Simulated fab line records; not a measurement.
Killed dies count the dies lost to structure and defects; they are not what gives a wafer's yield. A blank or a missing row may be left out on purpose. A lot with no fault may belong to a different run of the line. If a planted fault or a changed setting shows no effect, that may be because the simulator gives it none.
What tool caused it? / flow sky130 / 12 lots, 36 wafers sampled, at 5 steps of a route of 708

WHAT EACH GAUGE READ, for each wafer
SKY_NWELL_THK_MEAS_02.
lot=L493; measured=day 2 23:54; on=filmMetro-01; NWELL_OXIDATION_THK (nm)=10.12 10.11 10.36
lot=L494; measured=day 3 06:07; on=filmMetro-01; NWELL_OXIDATION_THK (nm)=10.04 10.31 10.14
lot=L495; measured=day 3 10:51; on=filmMetro-01; NWELL_OXIDATION_THK (nm)=10.19 10.00 10.15
lot=L498; measured=day 4 02:50; on=filmMetro-02; NWELL_OXIDATION_THK (nm)=10.18 10.20 10.12
lot=L499; measured=day 4 03:59; on=filmMetro-02; NWELL_OXIDATION_THK (nm)=10.16 9.96 9.93
lot=L505; measured=day 5 16:52; on=filmMetro-02; NWELL_OXIDATION_THK (nm)=9.77 10.12 10.06
lot=L506; measured=day 5 16:53; on=filmMetro-01; NWELL_OXIDATION_THK (nm)=9.97 10.22 10.12
lot=L508; measured=day 6 04:01; on=filmMetro-03; NWELL_OXIDATION_THK (nm)=10.15 10.18 10.19
lot=L510; measured=day 6 16:49; on=filmMetro-03; NWELL_OXIDATION_THK (nm)=9.94 9.86 9.91
lot=L512; measured=day 7 02:40; on=filmMetro-01; NWELL_OXIDATION_THK (nm)=10.05 10.06 10.07
lot=L513; measured=day 7 08:31; on=filmMetro-02; NWELL_OXIDATION_THK (nm)=10.04 9.86 10.04
lot=L514; measured=day 7 12:10; on=filmMetro-02; NWELL_OXIDATION_THK (nm)=10.07 9.97 9.99

SKY_NWELL_RS_MEAS_29: measures by four-point-probe.
lot=L493; measured=day 5 19:38; on=filmMetro-03; NWELL_RS (ohm/sq)=624.1 625.0 626.0
lot=L494; measured=day 6 02:01; on=filmMetro-01; NWELL_RS (ohm/sq)=625.0 623.3 622.5
lot=L495; measured=day 6 08:43; on=filmMetro-01; NWELL_RS (ohm/sq)=647.7 647.0 648.1
lot=L498; measured=day 7 04:34; on=filmMetro-03; NWELL_RS (ohm/sq)=646.3 648.3 646.2
lot=L499; measured=day 7 05:45; on=filmMetro-01; NWELL_RS (ohm/sq)=623.8 625.2 624.7
lot=L505; measured=day 9 00:53; on=filmMetro-03; NWELL_RS (ohm/sq)=625.2 628.0 629.1
lot=L506; measured=day 8 23:44; on=filmMetro-02; NWELL_RS (ohm/sq)=623.8 622.8 624.2
lot=L508; measured=day 9 13:18; on=filmMetro-02; NWELL_RS (ohm/sq)=624.5 623.3 622.9
lot=L510; measured=day 10 03:38; on=filmMetro-02; NWELL_RS (ohm/sq)=624.3 625.2 625.1
lot=L512; measured=day 10 17:09; on=filmMetro-02; NWELL_RS (ohm/sq)=627.9 626.4 625.6
lot=L513; measured=day 10 22:26; on=filmMetro-03; NWELL_RS (ohm/sq)=626.9 622.0 623.4
lot=L514; measured=day 11 03:56; on=filmMetro-02; NWELL_RS (ohm/sq)=625.6 626.2 625.6

TOOL THAT RAN EACH LOT (tool first, then ch and the chambers of the sampled wafers, then the start)
lot=L493; SKY_DNWELL_STRIP_08=plasmaAsher-01 ch 0,1, day 3 16:02; SKY_NWELL_IMPLANT_13=implanter-03 ch 0, day 5 02:04; SKY_NWELL_STRIP_14=plasmaAsher-04 ch 1, day 5 02:11
lot=L494; SKY_DNWELL_STRIP_08=plasmaAsher-01 ch 0,1, day 3 21:45; SKY_NWELL_IMPLANT_13=implanter-03 ch 0, day 5 07:38; SKY_NWELL_STRIP_14=plasmaAsher-01 ch 1, day 5 07:47
lot=L495; SKY_DNWELL_STRIP_08=plasmaAsher-03 ch 1, day 4 02:18; SKY_NWELL_IMPLANT_13=implanter-03 ch 0, day 5 14:01; SKY_NWELL_STRIP_14=plasmaAsher-01 ch 1, day 5 14:08
lot=L498; SKY_DNWELL_STRIP_08=plasmaAsher-03 ch 0,1, day 4 20:37; SKY_NWELL_IMPLANT_13=implanter-03 ch 0, day 6 08:40; SKY_NWELL_STRIP_14=plasmaAsher-01 ch 0,1, day 6 08:49
lot=L499; SKY_DNWELL_STRIP_08=plasmaAsher-02 ch 0,1, day 4 21:02; SKY_NWELL_IMPLANT_13=implanter-01 ch 0, day 6 09:32; SKY_NWELL_STRIP_14=plasmaAsher-03 ch 0,1, day 6 09:41
lot=L505; SKY_DNWELL_STRIP_08=plasmaAsher-02 ch 0,1, day 6 11:35; SKY_NWELL_IMPLANT_13=implanter-01 ch 0, day 8 03:17; SKY_NWELL_STRIP_14=plasmaAsher-03 ch 0,1, day 8 03:26
lot=L506; SKY_DNWELL_STRIP_08=plasmaAsher-02 ch 0,1, day 6 10:57; SKY_NWELL_IMPLANT_13=implanter-02 ch 0, day 8 02:10; SKY_NWELL_STRIP_14=plasmaAsher-01 ch 0,1, day 8 02:17
lot=L508; SKY_DNWELL_STRIP_08=plasmaAsher-03 ch 0,1, day 6 22:11; SKY_NWELL_IMPLANT_13=implanter-02 ch 0, day 8 15:44; SKY_NWELL_STRIP_14=plasmaAsher-03 ch 0,1, day 8 15:53
lot=L510; SKY_DNWELL_STRIP_08=plasmaAsher-03 ch 0,1, day 7 12:13; SKY_NWELL_IMPLANT_13=implanter-02 ch 0, day 9 05:35; SKY_NWELL_STRIP_14=plasmaAsher-01 ch 0,1, day 9 05:44
lot=L512; SKY_DNWELL_STRIP_08=plasmaAsher-02 ch 0,1, day 7 22:42; SKY_NWELL_IMPLANT_13=implanter-03 ch 0, day 9 17:43; SKY_NWELL_STRIP_14=plasmaAsher-04 ch 0,1, day 9 17:53
lot=L513; SKY_DNWELL_STRIP_08=plasmaAsher-01 ch 0,1, day 8 04:14; SKY_NWELL_IMPLANT_13=implanter-01 ch 0, day 9 23:41; SKY_NWELL_STRIP_14=plasmaAsher-04 ch 0,1, day 9 23:50
lot=L514; SKY_DNWELL_STRIP_08=plasmaAsher-02 ch 0, day 8 08:56; SKY_NWELL_IMPLANT_13=implanter-03 ch 0, day 10 04:07; SKY_NWELL_STRIP_14=plasmaAsher-04 ch 0,1, day 10 04:14
- SKY_DNWELL_STRIP_08: strips in O2/N2.
- SKY_NWELL_IMPLANT_13
- SKY_NWELL_STRIP_14: strips in O2/N2.

WHAT THE TOOLS THEMSELVES READ (means of the sampled wafers that have a number; where no wafer has one, the mark that the record gives instead)
SKY_DNWELL_STRIP_08.
lot=L493; tool=plasmaAsher-01; drypumpMotorCurrentA (A)=6.4; oesProductAu (a.u.)=0.720; stripTimeToEndpointS (s)=36.79
lot=L494; tool=plasmaAsher-01; drypumpMotorCurrentA (A)=6.3; oesProductAu (a.u.)=0.720; stripTimeToEndpointS (s)=37.02
lot=L495; tool=plasmaAsher-03; drypumpMotorCurrentA (A)=5.7; oesProductAu (a.u.)=0.727; stripTimeToEndpointS (s)=36.91
lot=L498; tool=plasmaAsher-03; drypumpMotorCurrentA (A)=5.2; oesProductAu (a.u.)=0.718; stripTimeToEndpointS (s)=36.94
lot=L499; tool=plasmaAsher-02; drypumpMotorCurrentA (A)=6.0; oesProductAu (a.u.)=0.721; stripTimeToEndpointS (s)=36.92
lot=L505; tool=plasmaAsher-02; drypumpMotorCurrentA (A)=5.9; oesProductAu (a.u.)=0.719; stripTimeToEndpointS (s)=36.78
lot=L506; tool=plasmaAsher-02; drypumpMotorCurrentA (A)=5.8; oesProductAu (a.u.)=0.720; stripTimeToEndpointS (s)=36.93
lot=L508; tool=plasmaAsher-03; drypumpMotorCurrentA (A)=5.2; oesProductAu (a.u.)=0.725; stripTimeToEndpointS (s)=36.70
lot=L510; tool=plasmaAsher-03; drypumpMotorCurrentA (A)=5.5; oesProductAu (a.u.)=0.720; stripTimeToEndpointS (s)=36.89
lot=L512; tool=plasmaAsher-02; drypumpMotorCurrentA (A)=5.9; oesProductAu (a.u.)=0.724; stripTimeToEndpointS (s)=36.83
lot=L513; tool=plasmaAsher-01; drypumpMotorCurrentA (A)=6.3; oesProductAu (a.u.)=0.723; stripTimeToEndpointS (s)=36.96
lot=L514; tool=plasmaAsher-02; drypumpMotorCurrentA (A)=6.1; oesProductAu (a.u.)=0.724; stripTimeToEndpointS (s)=36.82

SKY_NWELL_IMPLANT_13.
lot=L493 tool=implanter-03 doseIonsCm2=7e+11 faradayCurrentUA=3.87
lot=L494 tool=implanter-03 doseIonsCm2=7e+11 faradayCurrentUA=3.98
lot=L495 tool=implanter-03 doseIonsCm2=8e+10 faradayCurrentUA=0.46
lot=L498 tool=implanter-03 doseIonsCm2=8e+10 faradayCurrentUA=0.46
lot=L499 tool=implanter-01 doseIonsCm2=7e+11 faradayCurrentUA=3.99
lot=L505 tool=implanter-01 doseIonsCm2=7e+11 faradayCurrentUA=3.90
lot=L506 tool=implanter-02 doseIonsCm2=7e+11 faradayCurrentUA=4.00
lot=L508 tool=implanter-02 doseIonsCm2=7e+11 faradayCurrentUA=3.96
lot=L510 tool=implanter-02 doseIonsCm2=7e+11 faradayCurrentUA=3.93
lot=L512 tool=implanter-03 doseIonsCm2=7e+11 faradayCurrentUA=4.01
lot=L513 tool=implanter-01 doseIonsCm2=7e+11 faradayCurrentUA=4.02
lot=L514 tool=implanter-03 doseIonsCm2=7e+11 faradayCurrentUA=4.01

SKY_NWELL_STRIP_14.
lot=L493; tool=plasmaAsher-04; drypumpMotorCurrentA (A)=5.8; oesProductAu (a.u.)=0.721; stripTimeToEndpointS (s)=37.03
lot=L494; tool=plasmaAsher-01; drypumpMotorCurrentA (A)=6.1; oesProductAu (a.u.)=0.720; stripTimeToEndpointS (s)=36.86
lot=L495; tool=plasmaAsher-01; drypumpMotorCurrentA (A)=6.1; oesProductAu (a.u.)=0.728; stripTimeToEndpointS (s)=36.97
lot=L498; tool=plasmaAsher-01; drypumpMotorCurrentA (A)=6.3; oesProductAu (a.u.)=0.722; stripTimeToEndpointS (s)=36.81
lot=L499; tool=plasmaAsher-03; drypumpMotorCurrentA (A)=5.2; oesProductAu (a.u.)=0.720; stripTimeToEndpointS (s)=36.90
lot=L505; tool=plasmaAsher-03; drypumpMotorCurrentA (A)=5.5; oesProductAu (a.u.)=0.721; stripTimeToEndpointS (s)=36.97
lot=L506; tool=plasmaAsher-01; drypumpMotorCurrentA (A)=6.4; oesProductAu (a.u.)=0.726; stripTimeToEndpointS (s)=36.93
lot=L508; tool=plasmaAsher-03; drypumpMotorCurrentA (A)=5.5; oesProductAu (a.u.)=0.721; stripTimeToEndpointS (s)=36.79
lot=L510; tool=plasmaAsher-01; drypumpMotorCurrentA (A)=6.3; oesProductAu (a.u.)=0.724; stripTimeToEndpointS (s)=37.06
lot=L512; tool=plasmaAsher-04; drypumpMotorCurrentA (A)=5.7; oesProductAu (a.u.)=0.718; stripTimeToEndpointS (s)=37.07
lot=L513; tool=plasmaAsher-04; drypumpMotorCurrentA (A)=5.5; oesProductAu (a.u.)=0.719; stripTimeToEndpointS (s)=37.01
lot=L514; tool=plasmaAsher-04; drypumpMotorCurrentA (A)=5.5; oesProductAu (a.u.)=0.724; stripTimeToEndpointS (s)=36.82

THE ANSWER, worked out from the rows above alone
Rule: what is usual is taken from the lots themselves. The widest of any qualifying gaps counts: lots, ordered by their means at a reading, are off when they make up no more than a third of the lots, leave a main group of 4 or more, and stand apart from it by 3 or more times the standard deviation of that group's means. If all means in a main group match to the digits the tables above print for the reading, that group is not used. A lot without any number at a reading at which 4 lots or more have one is off too. The other lots that the step has rows for count as sound. The gauges are gone through in route order, then the tools' own readings, and for those a lot's mean is taken as printed above. The first step at which some lot is off is used, and at that step the reading that is off furthest; a lot without a number counts as furthest.
Off: L495, L498, at SKY_NWELL_RS_MEAS_29 (NWELL_RS). The main group: mean 624.9 ohm/sq, standard deviation 1.3.
If a tool, at a process step before that reading, ran all the lots that are off and no sound lot after the first of them, it fits. The gauges at SKY_NWELL_RS_MEAS_29 aren't tried: what is off there is off at SKY_NWELL_IMPLANT_13 too, on other tools, and a gauge's error can't cause that. None of those tried fits.

WHAT HAD BEEN PUT IN BY THE SIMULATOR
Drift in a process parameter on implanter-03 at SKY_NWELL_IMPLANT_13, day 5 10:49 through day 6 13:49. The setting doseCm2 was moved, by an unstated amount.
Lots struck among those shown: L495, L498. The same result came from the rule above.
